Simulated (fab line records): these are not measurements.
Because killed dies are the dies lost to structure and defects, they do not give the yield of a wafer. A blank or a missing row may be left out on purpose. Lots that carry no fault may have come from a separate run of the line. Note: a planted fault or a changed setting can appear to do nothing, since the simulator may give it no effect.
Which of the tools did it?	flow sfq line	14 lots with 42 wafers sampled at 3 steps, on a route of 325 steps

## WHAT THE GAUGES SHOWED, per wafer
SFQ_R5_OVL_MEAS_935.
lot	measured	on	R5_OVL (nm)
L843	day 60 16:19	overlay-01	-10 -10 -10
L844	day 60 17:30	overlay-02	-4 4 -3
L846	day 60 19:55	overlay-02	0 -2 -3
L847	day 60 21:06	overlay-01	5 -4 0
L848	day 61 15:06	overlay-01	-5 -8 -11
L849	day 61 21:14	overlay-01	10 9 8
L853	day 64 22:19	overlay-02	-3 3 -4
L854	day 65 04:17	overlay-01	-7 -7 -9
L855	day 65 13:54	overlay-02	6 1 3
L858	day 66 06:41	overlay-01	-8 -1 -3
L859	day 66 11:29	overlay-01	6 3 3
L861	day 66 23:37	overlay-01	1 0 1
L862	day 67 00:49	overlay-02	4 3 8
L864	day 67 20:01	overlay-02	1 1 -2

## WHICH TOOL RAN EACH LOT (tool, then ch and the chambers of the sampled wafers, then the start)
lot	SFQ_TRILAYER_JJ_TRILAYER_DEP_SPUTTER_112	SFQ_TRILAYER_JJ_CE_ETCH_RIE_118
L843	pvd sputter-04, day 42 06:50	rie metal-02 ch 0,1, day 48 13:17
L844	pvd sputter-06, day 42 08:02	rie metal-02 ch 0,1, day 48 14:26
L846	pvd sputter-04, day 42 10:26	rie metal-01 ch 0,1, day 48 18:05
L847	pvd sputter-06, day 42 11:38	rie metal-04 ch 0,1, day 48 20:26
L848	pvd sputter-05, day 43 08:51	rie metal-01 ch 0,1, day 49 10:12
L849	pvd sputter-05, day 43 17:32	rie metal-02 ch 0,1, day 49 16:12
L853	pvd sputter-05, day 47 01:10	rie metal-01 ch 0,1, day 52 22:17
L854	pvd sputter-06, day 47 10:37	rie metal-01 ch 0,1, day 52 23:34
L855	pvd sputter-06, day 53 12:13	rie metal-04 ch 1, day 53 16:08
L858	pvd sputter-04, day 53 21:49	rie metal-02 ch 0,1, day 54 01:38
L859	pvd sputter-05, day 54 01:25	rie metal-04 ch 0,1, day 54 05:14
L861	pvd sputter-05, day 54 22:48	rie metal-02 ch 0,1, day 55 02:46
L862	pvd sputter-04, day 55 01:12	rie metal-02 ch 0,1, day 55 05:02
L864	pvd sputter-04, day 55 18:25	rie metal-02 ch 0,1, day 55 23:17
- SFQ_TRILAYER_JJ_TRILAYER_DEP_SPUTTER_112: material Nb, target thk 170 nm, time 113.3 s.
- SFQ_TRILAYER_JJ_CE_ETCH_RIE_118: chemistry SF6, target Nb, stops on Al2O3, time 97.7 s, target depth 170 nm.

## WHAT THE TOOLS THEMSELVES READ (means of the sampled wafers that have a number; where no wafer has one, the mark that the record gives instead)
SFQ_TRILAYER_JJ_TRILAYER_DEP_SPUTTER_112.
lot	tool	chamber pressure pa (Pa)	throttle valve pct (%)
L843	pvd sputter-04	0.13310	29.0
L844	pvd sputter-06	0.13342	29.3
L846	pvd sputter-04	0.13318	29.1
L847	pvd sputter-06	0.13350	29.1
L848	pvd sputter-05	0.13367	30.9
L849	pvd sputter-05	0.13334	29.9
L853	pvd sputter-05	0.13351	29.7
L854	pvd sputter-06	0.13323	29.3
L855	pvd sputter-06	0.13367	29.2
L858	pvd sputter-04	0.13339	29.7
L859	pvd sputter-05	0.13352	30.7
L861	pvd sputter-05	0.13315	30.2
L862	pvd sputter-04	0.13312	29.3
L864	pvd sputter-04	0.13331	30.8

SFQ_TRILAYER_JJ_CE_ETCH_RIE_118.
lot	tool	chamber pressure mTorr (mTorr)	drypump motor current A (A)	oes product au (a.u.)
L843	rie metal-02	10.003	5.0	0.994
L844	rie metal-02	10.002	4.8	0.984
L846	rie metal-01	10.000	6.4	0.983
L847	rie metal-04	10.005	6.3	0.992
L848	rie metal-01	10.000	6.4	0.989
L849	rie metal-02	9.997	4.8	0.982
L853	rie metal-01	9.994	6.3	0.980
L854	rie metal-01	9.999	6.4	0.982
L855	rie metal-04	10.001	6.6	0.994
L858	rie metal-02	9.999	4.8	0.988
L859	rie metal-04	9.999	6.3	0.999
L861	rie metal-02	9.989	5.0	0.990
L862	rie metal-02	10.006	5.0	0.983
L864	rie metal-02	10.008	5.1	0.989

## THE ANSWER, worked out from the rows above alone
Rule: usual is defined by the lots themselves. The widest of any qualifying gaps counts: lots, ordered by their means at a reading, are off when they make up no more than a third of the lots, leave a main group of 4 or more, and stand apart from it by 3 or more times the standard deviation of that group's means. A main group whose means are all the same, to the digits that the tables above print for the reading, isn't used. A lot without any number at a reading at which 4 lots or more have one is off too. Any other lot the step has rows for is counted as sound. Order of review: gauges by route order, followed by the tools' own readings, for which a lot's mean as printed above is used. At the first step where some lot is off, the reading lying furthest off is the one used; lots without a number count as furthest.
No lot is off at any reading shown: from this, nothing can be told.

## WHAT THE SIMULATOR PUT IN
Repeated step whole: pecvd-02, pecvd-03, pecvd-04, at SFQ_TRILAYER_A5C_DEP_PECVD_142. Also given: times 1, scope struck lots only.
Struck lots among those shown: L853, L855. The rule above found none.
